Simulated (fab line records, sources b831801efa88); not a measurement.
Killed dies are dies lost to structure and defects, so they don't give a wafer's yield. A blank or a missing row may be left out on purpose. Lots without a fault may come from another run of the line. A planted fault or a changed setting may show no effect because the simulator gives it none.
Which tool did it? | flow sky130 | 12 lots, 34 wafers sampled, at 3 steps of a route of 708

WHAT THE GAUGES READ, wafer by wafer
SKY_VIA2_CD_MEAS_12: target cd 200 nm. Usual: cd_nm 200.0 nm, standard deviation 1.6.
lot  | measured     | on        | cd_nm (nm)        | flag
L351 | day 36 01:37 | cd_sem-02 | 202.1 202.8 201.8 |
L352 | day 37 18:22 | cd_sem-01 | 198.0 198.2 197.3 |
L353 | day 37 19:02 | cd_sem-01 | 201.0 199.2 201.3 |
L354 | day 41 00:10 | cd_sem-02 | 195.6 197.5 196.8 |
L356 | day 41 01:17 | cd_sem-01 | 199.9 201.3 201.0 |
L357 | day 41 02:38 | cd_sem-01 | 181.2 199.6       | OFF
L358 | day 41 03:43 | cd_sem-01 | 201.7 201.5 201.4 |
L362 | day 41 06:17 | cd_sem-01 | 179.8 198.7       | OFF
L363 | day 41 08:32 | cd_sem-02 | 180.7 198.5 199.2 | OFF
L370 | day 41 22:01 | cd_sem-02 | 200.5 198.5 199.4 |
L372 | day 42 07:20 | cd_sem-01 | 200.1 201.3 201.0 |
L373 | day 42 23:42 | cd_sem-02 | 199.7 198.4 198.0 |

WHICH TOOL RAN EACH LOT (tool, then ch and the chambers of the sampled wafers, then the start)
lot  | SKY_METAL2_DESCUM_17              | SKY_VIA2_DEVELOP_11
L351 | rie_metal-03 ch 0,1, day 34 23:30 | litho_track-02 ch 0, day 36 01:00
L352 | rie_metal-04 ch 0,1, day 36 15:04 | litho_track-01 ch 0, day 37 18:00
L353 | rie_metal-03 ch 0,1, day 36 15:33 | litho_track-02 ch 0, day 37 18:00
L354 | rie_metal-04 ch 0,1, day 39 22:07 | litho_track-03 ch 0, day 41 00:00
L356 | rie_metal-04 ch 0,1, day 39 23:16 | litho_track-01 ch 0, day 41 01:00
L357 | rie_metal-02 ch 1, day 40 00:34   | litho_track-02 ch 0, day 41 02:00
L358 | rie_metal-04 ch 0,1, day 40 00:54 | litho_track-03 ch 0, day 41 03:00
L362 | rie_metal-03 ch 1, day 40 03:46   | litho_track-02 ch 0, day 41 06:00
L363 | rie_metal-03 ch 1, day 40 05:58   | litho_track-02 ch 0, day 41 08:00
L370 | rie_metal-02 ch 0,1, day 40 21:39 | litho_track-03 ch 0, day 41 21:00
L372 | rie_metal-03 ch 0,1, day 41 07:40 | litho_track-03 ch 0, day 42 07:00
L373 | rie_metal-02 ch 0,1, day 41 23:46 | litho_track-03 ch 0, day 42 23:00
- SKY_METAL2_DESCUM_17: chemistry O2, time 8 s.
- SKY_VIA2_DEVELOP_11: develop time 60 s.

WHAT THE TOOLS THEMSELVES READ (means of the sampled wafers that have a number; where no wafer has one, the mark that the record gives instead)
SKY_METAL2_DESCUM_17. Usual: drypump_motor_current_A 5.7 A, standard deviation 0.43; oes_product_au 0.997 a.u., standard deviation 0.014.
lot  | tool         | drypump_motor_current_A (A) | oes_product_au (a.u.) | flag
L351 | rie_metal-03 | 5.9                         | 0.990                 |
L352 | rie_metal-04 | 5.4                         | 0.998                 |
L353 | rie_metal-03 | 5.8                         | 0.999                 |
L354 | rie_metal-04 | 5.6                         | 0.991                 |
L356 | rie_metal-04 | 5.4                         | 0.992                 |
L357 | rie_metal-02 | 5.3                         | 1.029                 |
L358 | rie_metal-04 | 5.7                         | 0.996                 |
L362 | rie_metal-03 | 5.6                         | 0.979                 |
L363 | rie_metal-03 | 5.6                         | 0.979                 |
L370 | rie_metal-02 | 6.1                         | 0.999                 |
L372 | rie_metal-03 | 5.8                         | 0.994                 |
L373 | rie_metal-02 | 6.1                         | 1.004                 |

THE ANSWER, worked out from the rows above alone
Rule: a lot is off if the mean of its wafers that have a number lies more than 3 standard deviations from the usual mean. A lot without any number at a reading at which 4 lots or more have one is off too. The other lots that the step has rows for count as sound. The gauges are gone through in route order, then the tools' own readings, and for those a lot's mean is taken as printed above. The first step at which some lot is off is used, and at that step the reading that is off furthest; a lot without a number counts as furthest.
Off: L357, L362, L363, at SKY_VIA2_CD_MEAS_12 (cd_nm).
A tool fits if, at a process step before that reading, it ran every lot that is off, and no sound lot after the first of them. The gauges at SKY_VIA2_CD_MEAS_12 are tried like those tools. One fits: litho_track-02 at SKY_VIA2_DEVELOP_11. Its last sound lot is L353 (day 37 18:00), its first lot that is off L357 (day 41 02:00): a fault that began between those two fits.

WHAT THE SIMULATOR HAD PUT IN
Process parameter drift: litho_track-02, from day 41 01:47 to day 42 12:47, at SKY_VIA2_DEVELOP_11. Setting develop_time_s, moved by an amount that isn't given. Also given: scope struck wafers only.
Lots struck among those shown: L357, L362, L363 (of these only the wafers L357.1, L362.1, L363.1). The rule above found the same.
